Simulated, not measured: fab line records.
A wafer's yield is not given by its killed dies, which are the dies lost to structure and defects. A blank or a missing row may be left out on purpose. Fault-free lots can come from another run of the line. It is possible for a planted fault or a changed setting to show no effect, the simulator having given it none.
fab line records | flow sky130 | part 2 of 2: steps 32 to 41 of 41
record lots=5 wafers=15 lastDay=50
route steps=708 shown SONOS_TUNNEL@163 SONOS_ONO@168 GATE_OXIDE@187
lots that met no fault: from a run of the same line without faults
startH: start of the lot's first displayed wafer, in hours after the record's first day | waitH: time in hours since the lot's previous step | " the same as in the row above | L1.1+2: several wafers, shown together as one row | - no value present, or no start provided | * or withheld: withheld | < > ~ a bound
route shown NAME@n: NAME is a module with steps in the file, n the number in the route of the first one | usual: mean and standard deviation over wafers with no fault | same: alike in all rows | chamber/n: place in a boat | sites: per-site readings | _std_site: the values' standard deviation | _edge_site: the outer-site mean with the inner-site mean subtracted | radiusMm: how far each site lies from the wafer's centre | mask NAME#n: copy n | behind: the tool/chamber that last shaped the wafer | hold: reason for holding the lot/hours on hold/outcome of the hold | device: the transistor (n, p or np) that didn't switch | end of line: the tests these same wafers got at the end of their route | step lacking rows: just its recipe | killed: the dies lost at the first sort to structure and to defects; this is not the yield of the wafer | map: per-die view of a wafer (x killed, . not killed, _ where there is no die)
set.NAME: the run value of the setting; set.NAME@STEP: its run value at that earlier step | model.NAME: the simulator's own value behind a step, which no gauge read
a table for each step, a row for each wafer; lots at some steps of the route
services: from which hour (startH, from the record's first day; less than 0 if before it) a tool's chamber was out of use, for how many hours, and why
## steps
# step SKY_GATE_OXIDE_EXPOSE_07
# recipe maskId=LVOM na=0.6 sourceShape=conventional sigmaOuter=0.6 polarization=unpolarized targetCdNm=600 doseMj=170
# usual focusOffsetNm=0.0/0.47
# columns lot.wafer tool chamber startH waitH mask focusOffsetNm
L079.2 ilineStepper-01 0 - - LVOM#0 0.4
L079.5 " 0 " " LVOM#0 0.4
L079.6 " 0 " " LVOM#0 -0.8
L085.2 ilineStepper-01 0 - - LVOM#0 -0.2
L085.5 " 0 " " LVOM#0 -0.1
L085.6 " 0 " " LVOM#0 0.4
L089.1 ilineStepper-02 0 - - LVOM#0 0.1
L089.3 " 0 " " LVOM#0 0.2
L089.6 " 0 " " LVOM#0 0.1
L092.1 ilineStepper-02 0 - - LVOM#0 -0.4
L092.2 " 0 " " LVOM#0 -0.5
L092.5 " 0 " " LVOM#0 -1.0
L097.2 ilineStepper-01 0 - - LVOM#0 -0.1
L097.4 " 0 " " LVOM#0 0.6
L097.5 " 0 " " LVOM#0 0.1
# step SKY_GATE_OXIDE_PEB_08
# recipe tempC=withheld timeS=* resist=NOVOLAK
# columns lot.wafer tool chamber startH waitH
L079.2+5+6 lithoTrack-04 0 - -
L085.2+5+6 lithoTrack-04 0 - -
L089.1+3+6 lithoTrack-03 0 - -
L092.1+2+5 lithoTrack-03 0 - -
L097.2+4+5 lithoTrack-03 0 - -
# step SKY_GATE_OXIDE_DEVELOP_09
# recipe resist=NOVOLAK developer=TMAH developTimeS=58.9 devTempC=23
# columns lot.wafer tool chamber startH waitH
L079.2+5+6 lithoTrack-04 0 351.35 0.1
L085.2+5+6 lithoTrack-04 0 408.34 0.1
L089.1+3+6 lithoTrack-03 0 439.65 0.1
L092.1+2+5 lithoTrack-03 0 464.65 0.1
L097.2+4+5 lithoTrack-03 0 500.58 0.1
# step SKY_GATE_OXIDE_OVL_MEAS_10
# usual GATE_OXIDE_OVL=-0.7/1.1
# columns lot.wafer tool chamber startH waitH GATE_OXIDE_OVL[nm]
L079.2 overlay-01 - 351.48 0.1 1.6
L079.5 " - " " 0.6
L079.6 " - " " -0.8
L085.2 overlay-01 - 408.48 0.1 1.0
L085.5 " - " " 1.8
L085.6 " - " " -0.7
L089.1 overlay-01 - 439.80 0.1 0.1
L089.3 " - " " 0.8
L089.6 " - " " -2.3
L092.1 overlay-01 - 464.80 0.1 0.0
L092.2 " - " " 1.2
L092.5 " - " " -0.2
L097.2 overlay-02 - 500.71 0.1 -0.4
L097.4 " - " " -1.8
L097.5 " - " " 0.1
# step SKY_GATE_OXIDE_IMPLANT_11
# recipe species=B energyKev=10 doseCm2=2.6e+12 tiltDeg=withheld
# usual doseIonsCm2=2.5997e+12/2.6e+09 endStationPressureTorr=5.01e-06/2.7e-07
# columns lot.wafer tool chamber startH waitH doseIonsCm2 endStationPressureTorr
L079.2 implanter-01 0 351.83 0.3 2.5955e+12 5.26e-06
L079.5 " 0 " " 2.5983e+12 4.46e-06
L079.6 " 0 " " 2.6008e+12 5.58e-06
L085.2 implanter-04 0 408.53 0.0 2.6003e+12 4.95e-06
L085.5 " 0 " " 2.6007e+12 5.21e-06
L085.6 " 0 " " 2.595e+12 4.93e-06
L089.1 implanter-01 0 439.84 0.0 2.5984e+12 5.13e-06
L089.3 " 0 " " 2.5989e+12 4.56e-06
L089.6 " 0 " " 2.604e+12 4.76e-06
L092.1 implanter-04 0 464.84 0.0 2.6033e+12 4.6e-06
L092.2 " 0 " " 2.6008e+12 5.33e-06
L092.5 " 0 " " 2.6025e+12 5.14e-06
L097.2 implanter-04 0 500.76 0.0 2.5975e+12 4.68e-06
L097.4 " 0 " " 2.5956e+12 5e-06
L097.5 " 0 " " 2.6012e+12 4.9e-06
# step SKY_GATE_OXIDE_WET_ETCH_12
# recipe chemistry=dHF targetDepthNm=16.8 dry=n2Spin target=SiO2 dilution=100:1 tempC=25 timeS=336
# columns lot.wafer tool chamber startH waitH
L079.2+5+6 wetBench-03 3 351.95 0.1
L085.2+5+6 wetBench-03 1 408.66 0.1
L089.1+3+6 wetBench-03 1 439.99 0.1
L092.1+2+5 wetBench-01 0 464.99 0.1
L097.2+4+5 wetBench-02 1 500.89 0.1
# step SKY_GATE_OXIDE_STRIP_13
# recipe chemistry=O2/N2 powerW=1400 pressureMtorr=1500 platenTempC=withheld o2FlowSccm=3000 n2FlowSccm=300 overashFraction=0.5
# usual drypumpMotorCurrentA=5.5/0.4 oesProductAu=0.716/0.0043 stripTimeToEndpointS=14.19/0.04
# columns lot.wafer tool chamber startH waitH drypumpMotorCurrentA oesProductAu rfHoursCounterH stripTimeToEndpointS
L079.2 plasmaAsher-03 0 352.15 0.0 5.1 0.716 55 14.22
L079.5 " 0 " " 5.1 0.714 - 14.19
L079.6 " 1 " " 5.9 0.719 - 14.23
L085.2 plasmaAsher-03 1 408.77 0.0 5.9 0.715 60 14.23
L085.5 " 0 " " 5.0 0.717 - 14.17
L085.6 " 1 " " 5.9 0.714 - 14.17
L089.1 plasmaAsher-03 1 440.09 0.0 5.9 0.720 64 14.18
L089.3 " 0 " " 5.0 0.716 - 14.13
L089.6 " 0 " " 5.0 0.716 - 14.16
L092.1 plasmaAsher-03 1 465.09 0.0 5.9 0.712 66 14.22
L092.2 " 0 " " 5.0 0.715 66 14.21
L092.5 " 0 " " 5.1 0.718 - 14.22
L097.2 plasmaAsher-01 1 500.99 0.0 5.6 0.720 6 14.18
L097.4 " 1 " " 5.6 0.710 - 14.18
L097.5 " 1 " " 5.6 0.720 - 14.22
# step SKY_GATE_OXIDE_TW_MEAS_14
# usual GATE_OXIDE_TW=223.3/1.6
# columns lot.wafer tool chamber startH waitH GATE_OXIDE_TW
L079.2 filmMetro-03 - 352.26 0.1 226.1
L079.5 " - " " 225.1
L079.6 " - " " 226.0
L085.2 filmMetro-02 - 408.88 0.1 221.1
L085.5 " - " " 220.4
L085.6 " - " " 219.3
L089.1 filmMetro-03 - 440.19 0.1 222.8
L089.3 " - " " 222.8
L089.6 " - " " 223.8
L092.1 filmMetro-01 - 465.19 0.1 223.0
L092.2 " - " " 223.3
L092.5 " - " " 222.8
L097.2 filmMetro-01 - 501.10 0.1 222.7
L097.4 " - " " 222.2
L097.5 " - " " 223.9
# step SKY_GATE_OXIDE_CLEAN_15
# recipe chemistry=SC1/SC2 mix=1:4:20 tempC=70 timeS=150 dry=n2Spin
# columns lot.wafer tool chamber startH waitH
L079.2+5+6 wetBench-02 3 352.31 0.0
L085.2+5+6 wetBench-02 1 408.93 0.0
L089.1+3+6 wetBench-02 1 440.25 0.1
L092.1+2+5 wetBench-02 3 465.25 0.1
L097.2+4+5 wetBench-01 2 501.15 0.0
# step SKY_GATE_OXIDE_OXIDATION_16
# recipe tempC=800 ambient=O2 idleTempC=700 rampUpCPerMin=10 rampDownCPerMin=3 stabiliseS=600 purgeS=300 targetThkA=35.7 oxTimeS=1915
# usual spikeTcUpperC=800.1/1.1
# columns lot.wafer tool chamber startH waitH spikeTcUpperC
L079.2 furnace-01 0 353.84 1.5 798.9
L079.5 " 0 " " 800.9
L079.6 " 0 " " 799.1
L085.2 furnace-01 0 409.26 0.2 799.2
L085.5 " 0 " " 798.6
L085.6 " 0 " " 799.4
L089.1 furnace-01 0 444.29 4.0 799.8
L089.3 " 0 " " 800.7
L089.6 " 0 " " 799.4
L092.1 furnace-02 0 465.30 0.0 798.1
L092.2 " 0 " " 798.5
L092.5 " 0 " " 799.6
L097.2 furnace-02 0 501.20 0.0 798.1
L097.4 " 0 " " 799.3
L097.5 " 0 " " 799.7
## services
# columns tool chamber startH hours kind
lpcvd-03 - 270.13 6.1 pm
furnace-01 - 272.15 2.3 repair
ilineStepper-02 - 283.91 1.0 repair
implanter-03 - 287.08 3.8 pm
ilineStepper-01 - 298.62 13.8 repair
implanter-03 - 301.97 47.4 repair
ilineStepper-02 - 312.45 1.7 pm
lpcvd-02 - 317.78 1.0 repair
lpcvd-02 - 326.41 6.1 pm
implanter-04 - 332.71 28.8 pm
lpcvd-03 - 334.11 0.9 repair
ilineStepper-01 - 335.69 1.7 pm
ilineStepper-01 - 340.03 11.2 repair
implanter-03 - 349.07 3.7 repair
furnace-02 - 368.77 5.5 pm
lpcvd-03 - 394.91 4.3 pm
ilineStepper-02 - 406.20 9.3 repair
implanter-04 - 412.58 3.7 repair
furnace-02 - 419.41 3.8 pm
implanter-03 - 420.10 2.9 pm
plasmaAsher-01 - 421.25 9.0 pm
implanter-04 - 427.46 15.0 repair
ilineStepper-01 - 476.21 6.8 repair
ilineStepper-01 - 492.22 6.1 repair
